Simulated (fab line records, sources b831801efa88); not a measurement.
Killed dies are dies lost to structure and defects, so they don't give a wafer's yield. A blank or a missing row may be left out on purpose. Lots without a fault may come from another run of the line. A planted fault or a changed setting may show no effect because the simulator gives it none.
fab line records | flow sfq_line
record lots=5 wafers=15 last_day=91
route steps=325 shown I1@77 M2@88 I2@103 M3@118 M8@325
lots that met no fault: from a run of the same line without faults
start_h: hours from the record's first day to the start of the lot's first wafer shown | wait_h: hours since the lot's step before | " the same as in the row above | L1.1+2: a row that stands for several wafers | - no value, or no start given | * or withheld: withheld | < > ~ a bound
route shown NAME@n: a module of which the file shows steps, and the number in the route of the first | usual: mean/standard deviation of fault-free wafers | same: alike in all rows | chamber/n: place in a boat | sites: the reading at each site | _std_site: their standard deviation | _edge_site: outer sites' mean less inner sites' | radius_mm: how far each site lies from the wafer's centre | mask NAME#n: copy n | behind: the tool/chamber that last shaped the wafer | hold: why the lot was held/for how many hours/how that ended | device: the transistor (n, p or np) that didn't switch | end of line: the same wafers' tests at the end of the route | a step without rows: its recipe alone | killed: dies lost to structure and defects at the first sort, not the wafer's yield | map: a wafer's dies, x killed, . not, _ none there
set.NAME: the setting as run; set.NAME@STEP: as run at that earlier step | model.NAME: the simulator's own value behind a step, which no gauge read
lots at some steps of the route; a table a step, a row a wafer
services: from which hour (start_h, from the record's first day; less than 0 if before it) a tool's chamber was out of use, for how many hours, and why
## steps
# step SFQ_TRILAYER_I1_VIA_LITHO_COAT_054
# recipe resist=BARC spin_rpm=3000 resist_thk_nm=62
# step SFQ_TRILAYER_I1_VIA_LITHO_COAT_049
# recipe resist=KrF spin_rpm=3000 resist_thk_nm=650
# step SFQ_TRILAYER_I1_VIA_LITHO_SOFTBAKE_053
# recipe temp_c=withheld time_s=withheld resist=KrF
# step SFQ_TRILAYER_I1_VIA_LITHO_EXPOSE_050
# recipe mask_id=I1 na=0.6 source_shape=conventional sigma_outer=0.65 target_cd_nm=500 dose_mj=21.3
# step SFQ_TRILAYER_I1_VIA_LITHO_PEB_052
# recipe peb_temp_c=115 peb_time_s=60 resist=KrF
# step SFQ_TRILAYER_I1_VIA_LITHO_DEVELOP_051
# recipe time_s=60 resist=KrF
# step SFQ_I1_OVL_MEAS_913
# usual I1_OVL=0/5.4
# columns lot.wafer tool chamber start_h wait_h I1_OVL[nm]
L337.3 overlay-01 - 460.25 0.1 -3
L337.4 " - " " -6
L337.5 " - " " 0
L342.3 overlay-02 - 498.42 0.1 -10
L342.5 " - " " 0
L342.6 " - " " -2
L346.2 overlay-01 - 534.41 0.1 -8
L346.4 " - " " -10
L346.5 " - " " -3
L348.1 overlay-02 - 553.18 0.1 1
L348.4 " - " " 2
L348.6 " - " " 2
L351.3 overlay-02 - 583.29 0.1 7
L351.5 " - " " -3
L351.6 " - " " -1
# step SFQ_TRILAYER_I1_VIA_BARC_OPEN_VIA_ETCH_071
# recipe mask_material=PR chemistry=O2 target_depth_nm=125 target=BARC source_w=500 bias_w=80 pressure_mtorr=30 time_s=41.7
# step SFQ_TRILAYER_I1_VIA_ETCH_VIA_ETCH_052
# recipe target=SiO2 stop_on=Nb mask_material=PR taper_deg=20 chemistry=CHF3 target_depth_nm=260 source_w=500 bias_w=80 pressure_mtorr=30 time_s=withheld
# usual drypump_motor_current_A=5.5/0.46 oes_product_au=0.854/0.0049
# columns lot.wafer tool chamber start_h wait_h drypump_motor_current_A oes_product_au
L337.3 rie_diel-03 3 460.31 0.0 4.9 0.854
L337.4 " 2 " " 5.7 0.852
L337.5 " 1 " " 5.6 0.849
L342.3 rie_diel-01 2 498.48 0.0 5.8 0.854
L342.5 " 2 " " 5.8 0.855
L342.6 " 0 " " 6.4 0.853
L346.2 rie_diel-03 1 534.48 0.0 5.6 0.853
L346.4 " 3 " " 4.9 0.855
L346.5 " 0 " " 4.8 0.856
L348.1 rie_diel-03 0 553.26 0.0 4.8 0.857
L348.4 " 2 " " 5.7 0.849
L348.6 " 1 " " 5.6 0.858
L351.3 rie_diel-03 1 583.36 0.0 5.6 0.856
L351.5 " 3 " " 4.9 0.848
L351.6 " 0 " " 4.8 0.854
# step SFQ_TRILAYER_I1_VIA_STRIP_STRIP_053
# recipe gas=O2 power_w=200 platen_temp_c=40 overash_fraction=0.65 chemistry=O2 pressure_mtorr=50
# step SFQ_TRILAYER_I1_VIA_STRIP_SOLV_CLEAN_054
# recipe chemistry=NMP temp_c=70 time_s=600
# step SFQ_TRILAYER_M2_DEP_PRE_CLEAN_056
# recipe gas=Ar time_s=22.5 bias_v=250
# step SFQ_TRILAYER_M2_DEP_SPUTTER_055
# recipe material=Nb base_pressure_pa=1.33e-06 chamber_pressure_pa=0.1333 substrate_temp_c=20 resputter_cathode_voltage_v=400 target_thk_nm=200 power_w=2000 time_s=133.3
# usual throttle_valve_pct=29.5/1.3
# columns lot.wafer tool chamber start_h wait_h throttle_valve_pct model.Nb_of_TRILAYER_M2_DEP_SPUTTER_055.thk_nm
L337.3 pvd_sputter-04 - 461.26 0.0 29.4 199.7
L337.4 " - " " 30.1 72.27
L337.5 " - " " 28.7 199.1
L342.3 pvd_sputter-03 - 500.00 0.0 29.3 200.9
L342.5 " - " " 29.5 199.4
L342.6 " - " " 28.7 198.9
L346.2 pvd_sputter-04 - 535.40 0.0 29.9 202.2
L346.4 " - " " 28.7 200.6
L346.5 " - " " 28.6 200.8
L348.1 pvd_sputter-03 - 554.17 0.0 28.6 197
L348.4 " - " " 29.8 198.4
L348.6 " - " " 29.2 199.4
L351.3 pvd_sputter-04 - 584.45 0.0 29.5 201.5
L351.5 " - " " 29.1 201.4
L351.6 " - " " 29.6 202
# step SFQ_M2_RS_MEAS_914
# recipe thk_meas_gauge=four-point-probe reads=Nb_of_TRILAYER_M2_DEP_SPUTTER_055
# usual M2_NB_RS=0.889/0.0095
# columns lot.wafer tool chamber start_h wait_h M2_NB_RS[ohm/sq]
L337.3 film_metro-01 - 461.39 0.1 0.892
L337.4 " - " " 2.513
L337.5 " - " " 0.894
L342.3 film_metro-04 - 500.13 0.1 0.885
L342.5 " - " " 0.892
L342.6 " - " " 0.894
L346.2 film_metro-01 - 535.51 0.1 0.880
L346.4 " - " " 0.886
L346.5 " - " " 0.885
L348.1 film_metro-03 - 554.27 0.0 0.905
L348.4 " - " " 0.899
L348.6 " - " " 0.896
L351.3 film_metro-03 - 584.58 0.1 0.885
L351.5 " - " " 0.886
L351.6 " - " " 0.883
# step SFQ_TRILAYER_M2_LITHO_COAT_062
# recipe resist=BARC spin_rpm=3000 resist_thk_nm=62
# step SFQ_TRILAYER_M2_LITHO_COAT_057
# recipe resist=KrF spin_rpm=3000 resist_thk_nm=600
# step SFQ_TRILAYER_M2_LITHO_SOFTBAKE_061
# recipe temp_c=withheld time_s=withheld resist=KrF
# step SFQ_TRILAYER_M2_LITHO_EXPOSE_058
# recipe mask_id=M2 na=0.6 source_shape=conventional sigma_outer=0.65 target_cd_nm=500 dose_mj=14.4
# step SFQ_TRILAYER_M2_LITHO_PEB_060
# recipe peb_temp_c=115 peb_time_s=60 resist=KrF
# step SFQ_TRILAYER_M2_LITHO_DEVELOP_059
# recipe time_s=60 resist=KrF
# step SFQ_M2_OVL_MEAS_916
# usual M2_OVL=-3/4.6
# columns lot.wafer tool chamber start_h wait_h M2_OVL[nm]
L337.3 overlay-01 - 631.29 0.1 -5
L337.4 " - " " -6
L337.5 " - " " 3
L342.3 overlay-02 - 669.61 0.1 -1
L342.5 " - " " 1
L342.6 " - " " 3
L346.2 overlay-02 - 700.80 0.1 -2
L346.4 " - " " -7
L346.5 " - " " -10
L348.1 overlay-01 - 721.20 0.1 -7
L348.4 " - " " 1
L348.6 " - " " 3
L351.3 overlay-01 - 751.47 0.1 -4
L351.5 " - " " -5
L351.6 " - " " -12
# step SFQ_TRILAYER_M2_BARC_OPEN_METAL_ETCH_077
# recipe mask_material=PR chemistry=O2 target_depth_nm=125 target=BARC icp_w=600 bias_w=80 pressure_mtorr=10 time_s=41.7
# usual drypump_motor_current_A=5.4/0.47 oes_product_au=0.685/0.0043
# columns lot.wafer tool chamber start_h wait_h drypump_motor_current_A oes_product_au rf_hours_counter_h
L337.3 rie_metal-03 1 631.34 0.0 4.9 0.687 -
L337.4 " 0 " " 5.6 0.687 -
L337.5 " 0 " " 5.6 0.691 -
L342.3 rie_metal-01 1 669.65 0.0 5.0 0.682 -
L342.5 " 1 " " 5.0 0.689 -
L342.6 " 0 " " 5.8 0.690 -
L346.2 rie_metal-03 0 700.83 0.0 5.6 0.685 20
L346.4 " 0 " " 5.6 0.693 -
L346.5 " 1 " " 4.9 0.687 -
L348.1 rie_metal-04 1 721.23 0.0 6.2 0.679 77
L348.4 " 0 " " 5.0 0.684 -
L348.6 " 1 " " 6.2 0.688 -
L351.3 rie_metal-01 0 751.51 0.0 5.9 0.680 -
L351.5 " 1 " " 5.0 0.683 -
L351.6 " 0 " " 5.8 0.685 -
# step SFQ_TRILAYER_M2_ETCH_METAL_ETCH_060
# recipe target=Nb stop_on=SiO2 mask_material=PR chemistry=Cl2/Ar target_depth_nm=240 icp_w=600 bias_w=80 pressure_mtorr=10 time_s=120
# usual drypump_motor_current_A=5.4/0.47 oes_product_au=0.895/0.0066
# columns lot.wafer tool chamber start_h wait_h drypump_motor_current_A oes_product_au rf_hours_counter_h
L337.3 rie_metal-03 1 631.42 0.1 4.9 0.890 -
L337.4 " 0 " " 5.6 0.557 -
L337.5 " 0 " " 5.6 0.893 -
L342.3 rie_metal-01 1 669.73 0.1 5.0 0.900 -
L342.5 " 1 " " 5.0 0.888 -
L342.6 " 0 " " 5.8 0.887 -
L346.2 rie_metal-03 0 700.89 0.0 5.6 0.903 20
L346.4 " 0 " " 5.6 0.899 -
L346.5 " 1 " " 4.9 0.892 -
L348.1 rie_metal-04 1 721.29 0.0 6.2 0.876 77
L348.4 " 0 " " 5.0 0.891 -
L348.6 " 1 " " 6.2 0.891 -
L351.3 rie_metal-01 0 751.59 0.1 5.8 0.903 -
L351.5 " 1 " " 5.0 0.895 -
L351.6 " 0 " " 5.8 0.903 -
# step SFQ_TRILAYER_M2_STRIP_STRIP_061
# recipe gas=O2 power_w=200 platen_temp_c=40 overash_fraction=0.65 chemistry=O2 pressure_mtorr=50
# step SFQ_TRILAYER_M2_STRIP_SOLV_CLEAN_062
# recipe chemistry=NMP temp_c=70 time_s=600
# step SFQ_TRILAYER_I2_DEP_PECVD_063
# recipe material=SiO2 temp_c=150 time_s=111.11 pressure_torr=2.4 rf_w=183.3 precursor=SiH4/N2O target_thk_nm=500
# usual heater_power_outer_w=31/7.7 heater_power_w=82/10 throttle_valve_pct=24.6/1.2
# columns lot.wafer tool chamber start_h wait_h heater_power_outer_w heater_power_w throttle_valve_pct
L337.3 pecvd-04 2 632.29 0.0 28 87 23.2
L337.4 " 1 " " 21 67 22.8
L337.5 " 0 " " 31 90 25.7
L342.3 pecvd-02 0 670.84 0.0 22 64 26.6
L342.5 " 2 " " 42 96 25.1
L342.6 " 0 " " 25 68 26.8
L346.2 pecvd-03 0 702.00 0.0 34 89 23.7
L346.4 " 0 " " 35 88 23.3
L346.5 " 2 " " 14 62 24.1
L348.1 pecvd-04 0 722.19 0.0 36 95 25.8
L348.4 " 2 " " 28 87 23.2
L348.6 " 0 " " 24 78 26.0
L351.3 pecvd-04 2 752.45 0.0 32 90 23.2
L351.5 " 0 " " 36 94 26.3
L351.6 " 2 " " 34 91 23.3
# step SFQ_TRILAYER_I2_CMP_CMP_064
# recipe material=SiO2 down_force_psi=3 platen_rpm=60 pad_velocity_m_s=0.94248
# step SFQ_I2_BOW_MEAS_917
# recipe mode=bow
# usual I2_BOW=4/6.9
# columns lot.wafer tool chamber start_h wait_h I2_BOW[um]
L337.3 film_metro-03 - 635.41 2.5 12
L337.4 " - " " 7
L337.5 " - " " 16
L342.3 film_metro-02 - 674.93 2.5 8
L342.5 " - " " 1
L342.6 " - " " 6
L346.2 film_metro-03 - 716.67 2.5 6
L346.4 " - " " 12
L346.5 " - " " 12
L348.1 film_metro-02 - 737.65 1.5 3
L348.4 " - " " -1
L348.6 " - " " -5
L351.3 film_metro-02 - 765.55 2.0 3
L351.5 " - " " 4
L351.6 " - " " -4
# step SFQ_TRILAYER_I2_METRO_MEASURE_065
# step SFQ_TRILAYER_I2_VIA_LITHO_COAT_072
# recipe resist=BARC spin_rpm=3000 resist_thk_nm=62
# step SFQ_TRILAYER_I2_VIA_LITHO_COAT_067
# recipe resist=KrF spin_rpm=3000 resist_thk_nm=650
# step SFQ_TRILAYER_I2_VIA_LITHO_SOFTBAKE_071
# recipe temp_c=withheld time_s=withheld resist=KrF
# step SFQ_TRILAYER_I2_VIA_LITHO_EXPOSE_068
# recipe mask_id=I2 na=0.6 source_shape=conventional sigma_outer=0.65 target_cd_nm=500 dose_mj=21.3
# step SFQ_TRILAYER_I2_VIA_LITHO_PEB_070
# recipe peb_temp_c=115 peb_time_s=60 resist=KrF
# step SFQ_TRILAYER_I2_VIA_LITHO_DEVELOP_069
# recipe time_s=60 resist=KrF
# step SFQ_I2_OVL_MEAS_918
# usual I2_OVL=3/5.7
# columns lot.wafer tool chamber start_h wait_h I2_OVL[nm]
L337.3 overlay-01 - 791.19 0.1 6
L337.4 " - " " 3
L337.5 " - " " 0
L342.3 overlay-01 - 821.32 0.1 1
L342.5 " - " " 2
L342.6 " - " " 10
L346.2 overlay-01 - 848.88 0.1 -7
L346.4 " - " " -2
L346.5 " - " " 0
L348.1 overlay-01 - 866.69 0.1 6
L348.4 " - " " 3
L348.6 " - " " 4
L351.3 overlay-01 - 897.85 0.1 3
L351.5 " - " " 5
L351.6 " - " " 3
# step SFQ_TRILAYER_I2_VIA_BARC_OPEN_VIA_ETCH_096
# recipe mask_material=PR chemistry=O2 target_depth_nm=125 target=BARC source_w=500 bias_w=80 pressure_mtorr=30 time_s=41.7
# step SFQ_TRILAYER_I2_VIA_ETCH_VIA_ETCH_070
# recipe target=SiO2 stop_on=Nb mask_material=PR taper_deg=20 chemistry=CHF3 target_depth_nm=260 source_w=500 bias_w=80 pressure_mtorr=30 time_s=withheld
# usual drypump_motor_current_A=5.6/0.41 oes_product_au=0.854/0.0054
# columns lot.wafer tool chamber start_h wait_h drypump_motor_current_A oes_product_au
L337.3 rie_diel-02 0 791.25 0.0 5.9 0.857
L337.4 " 1 " " 5.4 0.854
L337.5 " 0 " " 5.9 0.854
L342.3 rie_diel-02 3 821.38 0.0 6.4 0.858
L342.5 " 0 " " 5.9 0.854
L342.6 " 1 " " 5.4 0.853
L346.2 rie_diel-02 3 848.95 0.0 6.4 0.864
L346.4 " 2 " " 5.7 0.856
L346.5 " 1 " " 5.4 0.855
L348.1 rie_diel-03 3 866.76 0.0 4.9 0.855
L348.4 " 0 " " 4.8 0.852
L348.6 " 2 " " 5.7 0.860
L351.3 rie_diel-02 2 897.92 0.0 5.7 0.853
L351.5 " 2 " " 5.7 0.840
L351.6 " 1 " " 5.4 0.852
# step SFQ_TRILAYER_I2_VIA_STRIP_STRIP_071
# recipe gas=O2 power_w=200 platen_temp_c=40 overash_fraction=0.65 chemistry=O2 pressure_mtorr=50
# usual drypump_motor_current_A=5.4/0.5 oes_product_au=1.001/0.0077
# columns lot.wafer tool chamber start_h wait_h drypump_motor_current_A oes_product_au rf_hours_counter_h
L337.3 rie_metal-03 0 791.57 - 5.6 1.000 -
L337.4 " 1 " " 5.0 1.002 -
L337.5 " 0 " " 5.6 0.991 -
L342.3 rie_metal-04 1 821.69 - 6.2 0.996 -
L342.5 " 0 " " 5.0 1.002 -
L342.6 " 1 " " 6.2 0.996 -
L346.2 rie_metal-03 1 849.06 - 4.9 0.989 48
L346.4 " 1 " " 4.9 0.994 -
L346.5 " 0 " " 5.7 1.001 -
L348.1 rie_metal-02 1 866.87 - 4.9 1.013 113
L348.4 " 1 " " 4.8 1.000 -
L348.6 " 1 " " 4.8 1.012 -
L351.3 rie_metal-04 1 898.43 - 6.2 1.006 -
L351.5 " 1 " " 6.2 1.016 -
L351.6 " 1 " " 6.2 1.003 -
# step SFQ_TRILAYER_I2_VIA_STRIP_SOLV_CLEAN_072
# recipe chemistry=NMP temp_c=70 time_s=600
# step SFQ_TRILAYER_M3_DEP_PRE_CLEAN_074
# recipe gas=Ar time_s=22.5 bias_v=250
# step SFQ_M8_BOW_MEAS_951
# recipe mode=bow
# usual M8_BOW=10/9.5
# columns lot.wafer tool chamber start_h wait_h M8_BOW[um] model.etest.m2.ohm_um model.etest.i1.link_ohm model.etest.i2.link_ohm model.etest.m2.ohm_sq
L337.3 film_metro-01 - 2030.56 0.0 20 1.795 1.981 1.957 0.8914
L337.4 " - " " 17 4.944 3.86 3.528 2.463
L337.5 " - " " 23 1.792 1.978 1.959 0.8942
L342.3 film_metro-01 - 2136.92 0.0 21 1.785 1.945 1.959 0.8861
L342.5 " - " " 13 1.794 1.966 1.974 0.8928
L342.6 " - " " 19 1.785 1.966 1.983 0.8949
L346.2 film_metro-01 - 2177.45 0.0 17 1.763 1.946 1.965 0.8801
L346.4 " - " " 24 1.776 1.968 1.969 0.8874
L346.5 " - " " 23 1.767 1.955 1.961 0.8864
L348.1 film_metro-03 - 2179.83 0.0 3 1.811 2.01 1.972 0.9033
L348.4 " - " " -2 1.799 1.989 1.963 0.897
L348.6 " - " " -5 1.786 1.994 1.954 0.8925
L351.3 film_metro-03 - 2183.47 0.0 9 1.771 1.969 1.968 0.8835
L351.5 " - " " 10 1.779 1.958 1.974 0.8839
L351.6 " - " " 5 1.762 1.969 1.974 0.8813
## services
# columns tool chamber start_h hours kind
rie_metal-04 0 443.86 2.6 repair
rie_diel-02 1 457.56 4.0 repair
rie_diel-03 0 459.77 4.2 repair
rie_diel-03 - 476.40 1.1 repair
rie_metal-03 - 479.56 0.6 repair
rie_diel-02 - 521.54 0.6 repair
rie_diel-02 0 546.96 9.7 repair
rie_diel-02 0 576.09 2.4 repair
rie_diel-02 0 584.05 8.6 repair
rie_diel-03 0 594.07 4.8 repair
rie_metal-03 - 611.95 2.8 pm
rie_diel-02 - 627.78 2.8 pm
rie_diel-03 - 660.85 5.1 repair
rie_diel-03 - 687.04 0.3 repair
rie_metal-03 - 771.20 0.5 repair
rie_diel-02 3 771.80 4.1 repair
rie_diel-02 - 778.28 0.3 repair
rie_metal-04 - 780.39 0.8 repair
rie_diel-02 2 791.04 3.7 repair
rie_metal-04 - 793.74 1.1 repair
rie_diel-03 - 799.72 2.8 pm
rie_diel-03 0 888.38 10.7 repair
rie_metal-03 0 889.06 25.3 repair
rie_metal-03 - 896.59 1.0 repair
## key
first_sign step=SFQ_M2_RS_MEAS_914 reading=M2_NB_RS direction=up sigmas=99+ usual=0.889 struck=2.513
effect step=SFQ_TRILAYER_M2_ETCH_METAL_ETCH_060 reading=oes_product_au direction=down sigmas=51 usual=0.895 struck=0.557
model_effect step=SFQ_TRILAYER_M2_DEP_SPUTTER_055 value=Nb_of_TRILAYER_M2_DEP_SPUTTER_055.thk_nm without=200.7 struck=72.27
model_effect step=SFQ_M8_BOW_MEAS_951 value=etest.m2.ohm_um without=1.78 struck=4.944
met_at SFQ_TRILAYER_M2_DEP_SPUTTER_055
struck_wafers L337.4
fault kind=process_parameter_drift tool=pvd_sputter-04 chamber=- onset_h=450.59 steps=SFQ_TRILAYER_M2_DEP_SPUTTER_055 channel=time_s offset=* shape=step end_h=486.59 acts_in=* stated=* scope=struck_wafers_only
